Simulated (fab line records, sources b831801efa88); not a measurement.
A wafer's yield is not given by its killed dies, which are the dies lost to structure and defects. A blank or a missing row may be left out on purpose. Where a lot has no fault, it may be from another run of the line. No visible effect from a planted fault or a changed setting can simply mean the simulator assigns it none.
fab line records | flow sky130
record lots=14 wafers=42 lastDay=51
route steps=708 shown PASSIVATION@683 PAD_OPEN@708
lots untouched by any fault: they come from a run of this same line in which no faults occurred
startH: the number of hours between the record's first day and the start of the first shown wafer of the lot | waitH: hours from the lot's prior step to this one | " repeats the value in the row above | L1.1+2: one row covering several wafers at once | - no value, or no start was given | * or withheld: withheld | < > ~ a bound
route shown NAME@n: names a module that has steps shown in the file, with the first one's number in the route | usual: mean/standard deviation of fault-free wafers | same: alike in all rows | chamber/n: place in a boat | sites: readings site by site | _std_site: the standard deviation of these | _edge_site: the outer-site mean with the inner-site mean subtracted | radiusMm: how far each site lies from the wafer's centre | mask NAME#n: copy n | behind: the last tool/chamber to shape the wafer | hold: why the lot was held/for how many hours/how that ended | device: which transistor (n, p or np) failed to switch | end of line: tests run on the same wafers once the route is complete | a step with no rows: only its recipe | killed: dies that structure and defects cost at the first sort, which is not the same as the wafer's yield | map: shows each die of a wafer: x if killed, . if not, _ if none is there
set.NAME: the run value of the setting; set.NAME@STEP: its run value at that earlier step | model.NAME: the simulator's own value behind a step, which no gauge read
steps of the route over a sample of lots; a table a step, a row a wafer
services: from which hour (startH, from the record's first day; less than 0 if before it) a tool's chamber was out of use, for how many hours, and why
## steps
# step SKY_PASSIVATION_CVD_02
# recipe material=Si3N4 targetThkNm=540 tempC=400 timeS=withheld rfW=450
# usual heaterPowerOuterW=394/81 heaterPowerW=667/100
# columns lot.wafer tool chamber startH waitH heaterPowerOuterW heaterPowerW
L766.2 pecvd-03 1 1058.28 0.0 425 686
L766.5 " 2 " " 239 458
L766.6 " 0 " " 361 569
L767.1 pecvd-02 2 1068.77 0.1 518 827
L767.3 " 0 " " 443 767
L767.5 " 1 " " 379 689
L768.1 pecvd-04 2 1069.46 0.1 - -
L768.5 " 0 " " - -
L768.6 " 1 " " - -
L769.3 pecvd-02 2 1075.08 0.0 - -
L769.5 " 2 " " - -
L769.6 " 0 " " - -
L771.1 pecvd-03 1 1085.21 0.1 427 676
L771.2 " 2 " " 328 594
L771.3 " 1 " " 449 713
L779.2 pecvd-03 1 1137.94 0.0 387 649
L779.3 " 2 " " 324 578
L779.5 " 2 " " 242 467
L780.1 pecvd-02 0 1140.50 0.1 375 652
L780.4 " 0 " " 385 681
L780.5 " 2 " " 518 830
L781.1 pecvd-02 1 1146.32 0.1 339 669
L781.2 " 2 " " 471 779
L781.4 " 1 " " 348 686
L783.1 pecvd-02 2 1152.38 0.1 509 821
L783.5 " 0 " " 441 749
L783.6 " 1 " " 356 648
L784.1 pecvd-03 1 1157.48 0.1 475 733
L784.3 " 1 " " 362 591
L784.5 " 1 " " 389 643
L786.2 pecvd-02 0 1167.08 0.0 368 658
L786.3 " 2 " " 534 832
L786.6 " 1 " " 274 570
L787.2 pecvd-02 2 1176.03 0.0 498 794
L787.3 " 1 " " 281 578
L787.6 " 1 " " 317 620
L788.4 pecvd-03 2 1177.37 0.1 286 520
L788.5 " 1 " " 474 741
L788.6 " 0 " " 431 650
L789.1 pecvd-04 2 1185.51 0.1 379 682
L789.3 " 2 " " 396 707
L789.5 " 1 " " 526 747
# step SKY_PAD_OPEN_PROBE_99
# usual defectLimitedYield=82.3/1.8 killed_at_M0_to_M3=43/6.9 killed_at_M4_up=3.2/1.6 killedAtContacts=25/5.1 killedAtFrontEnd=16/4.5 killedAtOther=0.3/0.68 killedDies=87/8.9 killedOpen=48/6.9 killedShort=39/6.3 sort_bin_3_pad_short=0.8/0.4 sort_bin_5_function=10.5/1.4 sort_bin_6_memory=6.4/1.1 sortNPass=405/8.9 sortYieldPct=82.3/1.8
# same grossDies=492 killedAtBackSide=0 sort_bin_4_leakage[%]=0 sort_bin_8_speed[%]=0
# columns lot.wafer tool chamber startH waitH defectLimitedYield[%] killed_at_M0_to_M3 killed_at_M4_up killedAtContacts killedAtFrontEnd killedAtOther killedDies killedOpen killedShort sort_bin_3_pad_short[%] sort_bin_5_function[%] sort_bin_6_memory[%] sortNPass sortYieldPct[%]
L766.2 prober-01 - 1105.53 0.1 82.3 53 2 20 12 0 87 57 30 1.0 10.6 6.1 405 82.3
L766.5 prober-01 - 1105.68 0.2 86.0 36 3 17 13 0 69 36 33 0.8 7.7 5.5 423 86.0
L766.6 prober-01 - 1105.73 0.2 84.3 40 4 18 15 0 77 41 36 0.6 10.0 5.1 415 84.3
L767.1 prober-02 - 1114.58 0.1 83.9 39 3 31 6 0 79 43 36 0.8 9.6 5.7 413 83.9
L767.3 prober-02 - 1114.68 0.2 81.5 36 4 24 26 1 91 43 48 1.0 12.0 5.5 401 81.5
L767.5 prober-02 - 1114.78 0.2 81.7 40 2 26 22 0 90 45 45 0.8 12.0 5.5 402 81.7
L768.1 prober-01 - 1114.75 0.1 80.9 45 4 24 21 0 94 52 42 1.2 10.4 7.5 398 80.9
L768.5 prober-01 - 1114.95 0.2 82.7 33 7 24 21 0 85 42 42 1.2 11.2 4.9 407 82.7
L768.6 prober-01 - 1115.00 0.2 83.5 42 3 21 15 0 81 53 28 1.2 9.6 5.7 411 83.5
L769.3 prober-02 - 1119.64 0.2 83.9 33 2 30 14 0 79 37 42 0.2 10.2 5.7 413 83.9
L769.5 prober-02 - 1119.74 0.2 85.4 38 2 17 15 0 72 47 25 0.4 8.9 5.3 420 85.4
L769.6 prober-02 - 1119.79 0.2 80.7 54 3 22 15 1 95 45 50 1.0 10.4 7.9 397 80.7
L771.1 prober-01 - 1128.88 0.1 82.5 40 2 22 19 3 86 45 41 0.6 11.4 5.5 406 82.5
L771.2 prober-01 - 1128.93 0.1 81.5 39 1 29 22 0 91 54 37 1.0 10.8 6.7 401 81.5
L771.3 prober-01 - 1128.98 0.2 80.5 49 1 23 22 1 96 53 43 1.0 11.6 6.9 396 80.5
L779.2 prober-01 - 1177.89 0.1 80.5 46 4 23 22 1 96 49 47 1.2 12.2 6.1 396 80.5
L779.3 prober-01 - 1177.94 0.2 83.5 39 3 26 13 0 81 42 39 0 9.3 7.1 411 83.5
L779.5 prober-01 - 1178.04 0.2 79.9 53 6 23 16 1 99 56 42 0.8 10.8 8.5 393 79.9
L780.1 prober-02 - 1179.69 0.1 80.3 41 3 33 20 0 97 59 38 0.8 13.8 5.1 395 80.3
L780.4 prober-02 - 1179.84 0.2 82.5 37 4 31 14 0 86 47 39 1.8 8.9 6.7 406 82.5
L780.5 prober-02 - 1179.89 0.2 81.9 48 3 21 17 0 89 42 47 0.8 9.6 7.7 403 81.9
L781.1 prober-01 - 1184.73 0.1 79.5 50 6 29 16 0 101 61 40 1.6 12.2 6.7 391 79.5
L781.2 prober-01 - 1184.78 0.1 77.8 51 2 35 21 0 109 55 54 1.0 13.6 7.5 383 77.8
L781.4 prober-01 - 1184.88 0.2 81.5 43 3 32 12 1 91 48 43 0.4 11.0 7.1 401 81.5
L783.1 prober-01 - 1190.89 0.1 82.9 43 2 16 23 0 84 42 41 1.0 8.9 7.1 408 82.9
L783.5 prober-01 - 1191.09 0.2 83.7 39 4 26 11 0 80 44 35 0.8 10.4 5.1 412 83.7
L783.6 prober-01 - 1191.14 0.2 82.3 46 1 25 15 0 87 50 37 1.2 10.6 5.9 405 82.3
L784.1 prober-02 - 1195.97 0.1 81.7 49 1 29 6 5 90 56 31 1.0 11.6 5.7 402 81.7
L784.3 prober-02 - 1196.07 0.2 81.7 43 3 21 22 1 90 47 42 0.8 11.2 6.3 402 81.7
L784.5 prober-02 - 1196.17 0.2 80.7 47 5 30 13 0 95 54 41 0.4 12.4 6.5 397 80.7
L786.2 prober-01 - 1204.54 0.1 86.2 31 3 17 17 0 68 30 38 1.6 8.1 4.1 424 86.2
L786.3 prober-01 - 1204.59 0.2 80.1 42 5 30 21 0 98 49 49 0.8 11.8 7.3 394 80.1
L786.6 prober-01 - 1204.74 0.2 83.7 36 4 21 19 0 80 37 43 0.8 7.7 7.7 412 83.7
L787.2 prober-01 - 1212.70 0.1 82.5 46 1 23 14 2 86 43 43 0.6 11.0 5.9 406 82.5
L787.3 prober-01 - 1212.75 0.2 82.7 50 2 15 16 2 85 49 35 0.8 10.2 6.3 407 82.7
L787.6 prober-01 - 1212.90 0.2 82.9 36 3 28 15 2 84 47 37 0.8 10.2 6.1 408 82.9
L788.4 prober-02 - 1213.18 0.2 79.9 50 4 26 19 0 99 52 47 1.2 11.6 7.3 393 79.9
L788.5 prober-02 - 1213.23 0.2 81.7 45 2 20 21 2 90 52 37 1.2 9.1 7.9 402 81.7
L788.6 prober-02 - 1213.28 0.2 80.5 40 7 30 19 0 96 44 51 1.2 10.2 8.1 396 80.5
L789.1 prober-01 - 1220.72 0.1 85.2 43 2 20 8 0 73 43 29 0.4 9.6 4.9 419 85.2
L789.3 prober-01 - 1220.82 0.2 82.1 51 3 22 12 0 88 46 42 0.6 11.0 6.3 404 82.1
L789.5 prober-01 - 1220.92 0.2 81.3 48 2 22 20 0 92 58 33 1.4 10.4 6.9 400 81.3
# killed by level:class
L766.2 CONTACT:geometricParticle:open=11 VIA1:geometricParticle:open=10 VIA3:geometricParticle:open=9 VIA2:geometricParticle:open=9 POLY_GATE:geometricParticle:open=6 METAL2:geometricParticle:short=6 LI_CONTACT:geometricParticle:open=6 VIA1:geometricParticle:short=5
L766.5 VIA1:geometricParticle:open=7 METAL2:geometricParticle:short=7 LI_CONTACT:geometricParticle:open=6 CONTACT:geometricParticle:open=6 VIA3:geometricParticle:open=5 FIELD_ISO:geometricParticle:short=4 METAL1:geometricParticle:short=4 CONTACT:geometricParticle:short=4
L766.6 VIA1:geometricParticle:open=9 VIA3:geometricParticle:open=9 CONTACT:geometricParticle:open=7 METAL2:geometricParticle:short=7 FIELD_ISO:geometricParticle:short=6 LI_CONTACT:geometricParticle:open=6 METAL1:geometricParticle:short=6 POLY_GATE:geometricParticle:short=4
L767.1 LI_CONTACT:geometricParticle:open=9 CONTACT:geometricParticle:open=9 VIA2:geometricParticle:open=9 VIA1:geometricParticle:short=6 VIA1:geometricParticle:open=6 LOCAL_INTERCONNECT:geometricParticle:short=5 VIA3:geometricParticle:open=5 CONTACT:geometricParticle:short=4
L767.3 CONTACT:geometricParticle:open=9 METAL2:geometricParticle:short=7 LI_CONTACT:geometricParticle:open=7 VIA1:geometricParticle:open=7 POLY_GATE:geometricParticle:open=6 POLY_GATE:geometricParticle:short=5 CONTACT:geometricParticle:short=5 VIA3:geometricParticle:open=5
L768.1 VIA1:geometricParticle:open=12 CONTACT:geometricParticle:open=10 LI_CONTACT:geometricParticle:open=8 FIELD_ISO:geometricParticle:short=7 METAL1:geometricParticle:short=7 VIA2:geometricParticle:open=6 CONTACT:geometricParticle:short=5 METAL2:geometricParticle:short=5
L767.5 CONTACT:geometricParticle:open=11 VIA2:geometricParticle:open=9 POLY_GATE:geometricParticle:short=8 VIA3:geometricParticle:open=7 VIA1:geometricParticle:open=7 CONTACT:geometricParticle:short=6 FIELD_ISO:geometricParticle:short=5 LI_CONTACT:geometricParticle:open=4
L768.5 CONTACT:geometricParticle:open=12 VIA2:geometricParticle:open=7 VIA1:geometricParticle:short=7 FIELD_ISO:geometricParticle:open=6 POLY_GATE:geometricParticle:short=6 METAL1:geometricParticle:short=5 CONTACT:geometricParticle:short=4 METAL4:geometricParticle:short=4
L768.6 VIA1:geometricParticle:open=18 CONTACT:geometricParticle:open=9 VIA3:geometricParticle:open=6 FIELD_ISO:geometricParticle:short=5 CONTACT:geometricParticle:short=5 VIA3:geometricParticle:short=5 VIA2:geometricParticle:open=5 POLY_GATE:geometricParticle:open=4
L769.3 CONTACT:geometricParticle:open=11 METAL1:geometricParticle:short=8 LOCAL_INTERCONNECT:geometricParticle:short=7 CONTACT:geometricParticle:short=6 LI_CONTACT:geometricParticle:open=6 VIA2:geometricParticle:open=5 VIA3:geometricParticle:open=5 POLY_GATE:geometricParticle:open=4
L769.5 VIA1:geometricParticle:open=11 VIA3:geometricParticle:open=8 CONTACT:geometricParticle:open=6 VIA2:geometricParticle:open=6 LI_CONTACT:geometricParticle:open=5 POLY_GATE:geometricParticle:open=4 FIELD_ISO:geometricParticle:short=3 FIELD_ISO:geometricParticle:open=3
L769.6 VIA1:geometricParticle:open=11 VIA2:geometricParticle:open=10 VIA1:geometricParticle:short=9 CONTACT:geometricParticle:open=7 FIELD_ISO:geometricParticle:short=6 METAL2:geometricParticle:short=6 CONTACT:geometricParticle:short=4 LOCAL_INTERCONNECT:geometricParticle:short=4
L771.1 VIA2:geometricParticle:open=8 VIA1:geometricParticle:open=8 CONTACT:geometricParticle:open=7 POLY_GATE:geometricParticle:open=6 LI_CONTACT:geometricParticle:open=6 METAL2:geometricParticle:short=6 POLY_GATE:geometricParticle:short=4 LOCAL_INTERCONNECT:geometricParticle:short=4
L771.2 CONTACT:geometricParticle:open=14 VIA1:geometricParticle:open=10 LI_CONTACT:geometricParticle:open=9 FIELD_ISO:geometricParticle:short=7 VIA3:geometricParticle:open=7 VIA3:geometricParticle:short=5 VIA2:geometricParticle:open=4 VIA2:geometricParticle:short=4
L771.3 VIA1:geometricParticle:open=15 LI_CONTACT:geometricParticle:open=9 CONTACT:geometricParticle:open=9 VIA1:geometricParticle:short=8 FIELD_ISO:geometricParticle:short=7 METAL2:geometricParticle:short=7 VIA2:geometricParticle:open=7 POLY_GATE:geometricParticle:open=5
L779.2 VIA1:geometricParticle:open=14 VIA3:geometricParticle:open=8 FIELD_ISO:geometricParticle:short=7 CONTACT:geometricParticle:short=7 LI_CONTACT:geometricParticle:open=7 VIA3:geometricParticle:short=6 VIA1:geometricParticle:short=6 CONTACT:geometricParticle:open=5
L779.3 CONTACT:geometricParticle:open=12 METAL1:geometricParticle:short=8 VIA1:geometricParticle:open=8 FIELD_ISO:geometricParticle:open=6 LI_CONTACT:geometricParticle:open=6 VIA1:geometricParticle:short=6 VIA3:geometricParticle:open=4 VIA3:geometricParticle:short=4
L779.5 VIA2:geometricParticle:open=10 CONTACT:geometricParticle:open=10 FIELD_ISO:geometricParticle:open=9 VIA1:geometricParticle:short=9 VIA1:geometricParticle:open=8 METAL1:geometricParticle:short=7 VIA3:geometricParticle:open=6 CONTACT:geometricParticle:short=4
L780.1 CONTACT:geometricParticle:open=15 VIA3:geometricParticle:open=8 VIA1:geometricParticle:open=8 LI_CONTACT:geometricParticle:open=7 VIA2:geometricParticle:open=6 FIELD_ISO:geometricParticle:open=5 POLY_GATE:geometricParticle:open=4 METAL1:geometricParticle:short=4
L780.4 CONTACT:geometricParticle:open=13 LI_CONTACT:geometricParticle:open=7 CONTACT:geometricParticle:short=6 VIA3:geometricParticle:open=6 VIA1:geometricParticle:open=6 METAL2:geometricParticle:short=5 POLY_GATE:geometricParticle:short=4 FIELD_ISO:geometricParticle:open=3
L780.5 VIA3:geometricParticle:open=8 VIA1:geometricParticle:short=7 VIA1:geometricParticle:open=7 LI_CONTACT:geometricParticle:open=6 CONTACT:geometricParticle:short=6 POLY_GATE:geometricParticle:short=5 METAL1:geometricParticle:short=5 METAL2:geometricParticle:short=4
L781.1 CONTACT:geometricParticle:open=13 VIA1:geometricParticle:open=10 VIA2:geometricParticle:open=9 VIA3:geometricParticle:open=7 CONTACT:geometricParticle:short=6 VIA2:geometricParticle:short=6 LI_CONTACT:geometricParticle:open=5 POLY_GATE:geometricParticle:open=4
L781.2 VIA1:geometricParticle:open=13 CONTACT:geometricParticle:short=11 CONTACT:geometricParticle:open=10 LI_CONTACT:geometricParticle:open=7 METAL1:geometricParticle:short=6 VIA2:geometricParticle:open=6 VIA2:geometricParticle:short=4 POLY_CUT:geometricParticle:short=4
L781.4 VIA1:geometricParticle:open=13 CONTACT:geometricParticle:open=12 LI_CONTACT:geometricParticle:open=7 LOCAL_INTERCONNECT:geometricParticle:short=7 VIA1:geometricParticle:short=7 VIA2:geometricParticle:open=6 CONTACT:geometricParticle:short=5 VIA3:geometricParticle:open=5
L783.1 VIA1:geometricParticle:open=14 LI_CONTACT:geometricParticle:open=7 POLY_GATE:geometricParticle:short=6 METAL1:geometricParticle:short=6 FIELD_ISO:geometricParticle:open=5 VIA3:geometricParticle:open=5 FIELD_ISO:geometricParticle:short=4 VIA1:geometricParticle:short=4
L783.5 VIA3:geometricParticle:open=11 CONTACT:geometricParticle:short=10 VIA1:geometricParticle:open=9 LI_CONTACT:geometricParticle:open=7 CONTACT:geometricParticle:open=5 VIA2:geometricParticle:open=4 METAL4:geometricParticle:short=4 FIELD_ISO:geometricParticle:open=3
L783.6 VIA1:geometricParticle:open=14 LI_CONTACT:geometricParticle:open=8 CONTACT:geometricParticle:open=7 VIA1:geometricParticle:short=7 VIA2:geometricParticle:open=6 POLY_GATE:geometricParticle:open=4 LI_CONTACT:geometricParticle:short=4 CONTACT:geometricParticle:short=4
L784.1 VIA1:geometricParticle:open=21 CONTACT:geometricParticle:open=12 LI_CONTACT:geometricParticle:open=7 VIA3:geometricParticle:open=7 METAL1:geometricParticle:short=6 LI_CONTACT:geometricParticle:short=5 CONTACT:geometricParticle:short=3 VIA1:geometricParticle:short=3
L784.3 VIA1:geometricParticle:open=11 VIA3:geometricParticle:open=9 CONTACT:geometricParticle:open=7 VIA1:geometricParticle:short=7 FIELD_ISO:geometricParticle:open=6 FIELD_ISO:geometricParticle:short=6 POLY_GATE:geometricParticle:open=5 LI_CONTACT:geometricParticle:open=5
L784.5 CONTACT:geometricParticle:open=12 VIA2:geometricParticle:open=10 VIA1:geometricParticle:open=9 LI_CONTACT:geometricParticle:open=7 VIA2:geometricParticle:short=5 VIA3:geometricParticle:open=5 FIELD_ISO:geometricParticle:open=4 CONTACT:geometricParticle:short=4
L786.2 POLY_GATE:geometricParticle:short=6 VIA1:geometricParticle:open=5 METAL2:geometricParticle:short=5 POLY_GATE:geometricParticle:open=4 CONTACT:geometricParticle:short=4 CONTACT:geometricParticle:open=4 VIA2:geometricParticle:open=4 LI_CONTACT:geometricParticle:open=3
L786.3 CONTACT:geometricParticle:open=14 FIELD_ISO:geometricParticle:open=7 FIELD_ISO:geometricParticle:short=6 LI_CONTACT:geometricParticle:open=6 CONTACT:geometricParticle:short=6 METAL1:geometricParticle:short=6 VIA1:geometricParticle:open=6 METAL2:geometricParticle:short=6
L786.6 FIELD_ISO:geometricParticle:open=9 CONTACT:geometricParticle:open=6 VIA1:geometricParticle:short=5 VIA3:geometricParticle:open=5 FIELD_ISO:geometricParticle:short=4 LOCAL_INTERCONNECT:geometricParticle:short=4 CONTACT:geometricParticle:short=4 METAL1:geometricParticle:short=4
L787.2 VIA1:geometricParticle:open=8 CONTACT:geometricParticle:open=8 LI_CONTACT:geometricParticle:open=7 FIELD_ISO:geometricParticle:open=6 CONTACT:geometricParticle:short=6 VIA2:geometricParticle:open=6 VIA1:geometricParticle:short=5 METAL1:geometricParticle:short=5
L787.3 VIA1:geometricParticle:open=13 METAL2:geometricParticle:short=10 VIA3:geometricParticle:open=9 VIA2:geometricParticle:open=6 FIELD_ISO:geometricParticle:short=4 LI_CONTACT:geometricParticle:open=4 CONTACT:geometricParticle:open=4 VIA1:geometricParticle:short=4
L787.6 CONTACT:geometricParticle:open=9 VIA1:geometricParticle:open=9 VIA3:geometricParticle:open=7 FIELD_ISO:geometricParticle:open=6 CONTACT:geometricParticle:short=6 VIA1:geometricParticle:short=6 VIA2:geometricParticle:open=4 LI_CONTACT:geometricParticle:short=4
L788.4 VIA1:geometricParticle:open=15 CONTACT:geometricParticle:open=9 CONTACT:geometricParticle:short=7 VIA3:geometricParticle:open=7 LOCAL_INTERCONNECT:geometricParticle:short=6 VIA1:geometricParticle:short=6 FIELD_ISO:geometricParticle:short=5 FIELD_ISO:geometricParticle:open=5
L788.5 VIA1:geometricParticle:open=16 CONTACT:geometricParticle:open=13 FIELD_ISO:geometricParticle:open=7 VIA3:geometricParticle:open=7 VIA3:geometricParticle:short=5 FIELD_ISO:geometricParticle:short=4 LOCAL_INTERCONNECT:geometricParticle:short=4 VIA2:geometricParticle:short=4
L788.6 CONTACT:geometricParticle:open=10 METAL1:geometricParticle:short=9 LI_CONTACT:geometricParticle:open=6 METAL2:geometricParticle:short=6 FIELD_ISO:geometricParticle:short=5 POLY_GATE:geometricParticle:open=5 LOCAL_INTERCONNECT:geometricParticle:short=5 CONTACT:geometricParticle:short=5
L789.1 VIA1:geometricParticle:open=10 VIA2:geometricParticle:open=7 METAL2:geometricParticle:short=6 CONTACT:geometricParticle:short=6 CONTACT:geometricParticle:open=6 VIA3:geometricParticle:open=5 VIA1:geometricParticle:short=4 METAL2:geometricParticle:open=4
L789.3 VIA1:geometricParticle:open=11 CONTACT:geometricParticle:open=9 VIA2:geometricParticle:open=9 METAL1:geometricParticle:short=7 VIA1:geometricParticle:short=7 CONTACT:geometricParticle:short=5 METAL2:geometricParticle:short=5 VIA3:geometricParticle:open=5
L789.5 VIA1:geometricParticle:open=15 LI_CONTACT:geometricParticle:open=9 VIA3:geometricParticle:open=8 FIELD_ISO:geometricParticle:open=6 METAL1:geometricParticle:short=6 POLY_GATE:geometricParticle:open=5 CONTACT:geometricParticle:open=5 VIA3:geometricParticle:short=5
## services
# columns tool chamber startH hours kind
pecvd-04 2 1064.58 2.1 scheduledDown
pecvd-03 0 1084.84 74.5 repair
pecvd-04 - 1087.52 28.1 pm
pecvd-04 - 1119.36 0.6 repair
pecvd-04 1 1134.46 - calibration
pecvd-03 - 1135.99 1.5 repair
pecvd-03 - 1158.26 2.8 pm
pecvd-03 0 1159.31 2.1 scheduledDown
pecvd-03 2 1161.44 5.5 scheduledDown
pecvd-04 0 1183.97 2.1 scheduledDown
## key
firstSign step=SKY_PASSIVATION_CVD_02 reading=toolRecord direction=missing
effect none on later readings
metAt SKY_PASSIVATION_CVD_02
struckLots L768,L769
onsetBetween 1068.77 1069.46
fault kind=skippedStepWhole tool=pecvd-02,pecvd-04 chamber=- onsetH=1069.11 steps=SKY_PASSIVATION_CVD_02 scope=struckLotsOnly
